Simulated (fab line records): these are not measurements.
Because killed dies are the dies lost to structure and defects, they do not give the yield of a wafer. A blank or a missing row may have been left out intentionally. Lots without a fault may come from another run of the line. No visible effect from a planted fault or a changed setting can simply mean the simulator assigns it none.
Which tool was responsible? || flow sky130 || 12 lots, 36 wafers sampled, at 3 steps of a route of 708

== WHAT THE GAUGES READ, wafer by wafer ==
SKY_CAP2M_OVL_MEAS_12.
{"lot": "L678", "measured": "day 41 07:12", "on": "overlay-01", "CAP2M_OVL (nm)": "-1.3 0.8 -1.8"}
{"lot": "L677", "measured": "day 41 10:56", "on": "overlay-02", "CAP2M_OVL (nm)": "0.9 1.8 0.0"}
{"lot": "L679", "measured": "day 41 20:10", "on": "overlay-01", "CAP2M_OVL (nm)": "0.2 -0.1 -0.1"}
{"lot": "L680", "measured": "day 42 01:07", "on": "overlay-02", "CAP2M_OVL (nm)": "0.6 1.4 1.3"}
{"lot": "L681", "measured": "day 42 07:08", "on": "overlay-01", "CAP2M_OVL (nm)": "-1.0 0.5 1.1"}
{"lot": "L682", "measured": "day 42 09:20", "on": "overlay-01", "CAP2M_OVL (nm)": "-2.6 -0.8 -0.3"}
{"lot": "L688", "measured": "day 44 02:08", "on": "overlay-01", "CAP2M_OVL (nm)": "0.5 0.7 -0.7"}
{"lot": "L690", "measured": "day 44 12:42", "on": "overlay-02", "CAP2M_OVL (nm)": "-0.3 -1.0 0.0"}
{"lot": "L694", "measured": "day 45 17:43", "on": "overlay-01", "CAP2M_OVL (nm)": "0.1 1.2 0.4"}
{"lot": "L696", "measured": "day 45 22:07", "on": "overlay-02", "CAP2M_OVL (nm)": "-0.7 -0.4 1.0"}
{"lot": "L697", "measured": "day 46 05:05", "on": "overlay-02", "CAP2M_OVL (nm)": "1.4 -0.9 -0.9"}
{"lot": "L698", "measured": "day 46 18:10", "on": "overlay-02", "CAP2M_OVL (nm)": "-1.7 0.1 -0.2"}

== TOOL THAT RAN EACH LOT (tool first, then ch and the chambers of the sampled wafers, then the start) ==
{"lot": "L678", "SKY_VIA2_ETCH_15": "rie diel-03 ch 0,2,3, day 36 21:44", "SKY_VIA3_STRIP_16": "plasma asher-03 ch 0,1, day 40 05:40"}
{"lot": "L677", "SKY_VIA2_ETCH_15": "rie diel-04 ch 0,1,3, day 37 02:16", "SKY_VIA3_STRIP_16": "plasma asher-01 ch 0,1, day 40 09:20"}
{"lot": "L679", "SKY_VIA2_ETCH_15": "rie diel-03 ch 0,1,3, day 37 11:55", "SKY_VIA3_STRIP_16": "plasma asher-01 ch 0,1, day 40 19:02"}
{"lot": "L680", "SKY_VIA2_ETCH_15": "rie diel-01 ch 0,1,3, day 37 16:25", "SKY_VIA3_STRIP_16": "plasma asher-02 ch 0,1, day 40 23:17"}
{"lot": "L681", "SKY_VIA2_ETCH_15": "rie diel-04 ch 0,2,3, day 37 23:43", "SKY_VIA3_STRIP_16": "plasma asher-03 ch 0,1, day 41 06:02"}
{"lot": "L682", "SKY_VIA2_ETCH_15": "rie diel-04 ch 2,3, day 38 01:37", "SKY_VIA3_STRIP_16": "plasma asher-01 ch 0,1, day 41 07:44"}
{"lot": "L688", "SKY_VIA2_ETCH_15": "rie diel-04 ch 2,3, day 39 21:55", "SKY_VIA3_STRIP_16": "plasma asher-03 ch 0,1, day 43 01:38"}
{"lot": "L690", "SKY_VIA2_ETCH_15": "rie diel-04 ch 0,1,2, day 40 09:55", "SKY_VIA3_STRIP_16": "plasma asher-02 ch 0,1, day 43 13:07"}
{"lot": "L694", "SKY_VIA2_ETCH_15": "rie diel-03 ch 0,2,3, day 41 17:56", "SKY_VIA3_STRIP_16": "plasma asher-03 ch 0,1, day 44 19:02"}
{"lot": "L696", "SKY_VIA2_ETCH_15": "rie diel-04 ch 0,1, day 41 22:07", "SKY_VIA3_STRIP_16": "plasma asher-03 ch 0,1, day 44 22:59"}
{"lot": "L697", "SKY_VIA2_ETCH_15": "rie diel-03 ch 0,1,3, day 42 05:28", "SKY_VIA3_STRIP_16": "plasma asher-01 ch 0,1, day 45 05:38"}
{"lot": "L698", "SKY_VIA2_ETCH_15": "rie diel-03 ch 0,1,2, day 42 20:02", "SKY_VIA3_STRIP_16": "plasma asher-01 ch 0,1, day 45 19:29"}
- SKY_VIA2_ETCH_15: etches SiO2 in C4F8/O2/Ar, stops on TiN, target depth 546 nm, time 84 s.
- SKY_VIA3_STRIP_16: strips in O2/N2.

== WHAT THE TOOLS THEMSELVES READ (means of the sampled wafers that have a number; where no wafer has one, the mark that the record gives instead) ==
SKY_VIA2_ETCH_15.
{"lot": "L678", "tool": "rie diel-03", "oes product au (a.u.)": 0.942}
{"lot": "L677", "tool": "rie diel-04", "oes product au (a.u.)": 0.940}
{"lot": "L679", "tool": "rie diel-03", "oes product au (a.u.)": 0.938}
{"lot": "L680", "tool": "rie diel-01", "oes product au (a.u.)": 0.938}
{"lot": "L681", "tool": "rie diel-04", "oes product au (a.u.)": 0.938}
{"lot": "L682", "tool": "rie diel-04", "oes product au (a.u.)": 0.938}
{"lot": "L688", "tool": "rie diel-04", "oes product au (a.u.)": 0.938}
{"lot": "L690", "tool": "rie diel-04", "oes product au (a.u.)": 0.942}
{"lot": "L694", "tool": "rie diel-03", "oes product au (a.u.)": 0.941}
{"lot": "L696", "tool": "rie diel-04", "oes product au (a.u.)": 0.936}
{"lot": "L697", "tool": "rie diel-03", "oes product au (a.u.)": 0.941}
{"lot": "L698", "tool": "rie diel-03", "oes product au (a.u.)": 0.938}

SKY_VIA3_STRIP_16.
{"lot": "L678", "tool": "plasma asher-03", "drypump motor current A (A)": 5.68, "oes product au (a.u.)": 0.403, "strip time to endpoint s (s)": 4.105}
{"lot": "L677", "tool": "plasma asher-01", "drypump motor current A (A)": 5.57, "oes product au (a.u.)": 0.400, "strip time to endpoint s (s)": 4.109}
{"lot": "L679", "tool": "plasma asher-01", "drypump motor current A (A)": 5.58, "oes product au (a.u.)": 0.401, "strip time to endpoint s (s)": 4.127}
{"lot": "L680", "tool": "plasma asher-02", "drypump motor current A (A)": 5.70, "oes product au (a.u.)": 0.406, "strip time to endpoint s (s)": 4.126}
{"lot": "L681", "tool": "plasma asher-03", "drypump motor current A (A)": 5.72, "oes product au (a.u.)": 0.401, "strip time to endpoint s (s)": 4.113}
{"lot": "L682", "tool": "plasma asher-01", "drypump motor current A (A)": 5.68, "oes product au (a.u.)": 0.406, "strip time to endpoint s (s)": 4.144}
{"lot": "L688", "tool": "plasma asher-03", "drypump motor current A (A)": 5.68, "oes product au (a.u.)": 0.403, "strip time to endpoint s (s)": 4.145}
{"lot": "L690", "tool": "plasma asher-02", "drypump motor current A (A)": 5.78, "oes product au (a.u.)": 0.402, "strip time to endpoint s (s)": 4.142}
{"lot": "L694", "tool": "plasma asher-03", "drypump motor current A (A)": 5.56, "oes product au (a.u.)": 0.400, "strip time to endpoint s (s)": 4.107}
{"lot": "L696", "tool": "plasma asher-03", "drypump motor current A (A)": 5.70, "oes product au (a.u.)": 0.403, "strip time to endpoint s (s)": 4.125}
{"lot": "L697", "tool": "plasma asher-01", "drypump motor current A (A)": 5.66, "oes product au (a.u.)": 0.402, "strip time to endpoint s (s)": 4.152}
{"lot": "L698", "tool": "plasma asher-01", "drypump motor current A (A)": 5.65, "oes product au (a.u.)": 0.404, "strip time to endpoint s (s)": 4.116}

== THE ANSWER, worked out from the rows above alone ==
Rule: the lots themselves supply what counts as usual. The widest of any qualifying gaps counts: lots, ordered by their means at a reading, are off when they make up no more than a third of the lots, leave a main group of 4 or more, and stand apart from it by 3 or more times the standard deviation of that group's means. A main group whose means are all the same, to the digits that the tables above print for the reading, isn't used. A lot without any number at a reading at which 4 lots or more have one is off too. Where the step has rows for the other lots, those lots are counted as sound. Order of review: gauges by route order, followed by the tools' own readings, for which a lot's mean as printed above is used. The first step at which some lot is off is used, and at that step the reading that is off furthest; a lot without a number counts as furthest.
None of the lots is off at any reading shown; this tells nothing.

== WHAT THE SIMULATOR PUT IN ==
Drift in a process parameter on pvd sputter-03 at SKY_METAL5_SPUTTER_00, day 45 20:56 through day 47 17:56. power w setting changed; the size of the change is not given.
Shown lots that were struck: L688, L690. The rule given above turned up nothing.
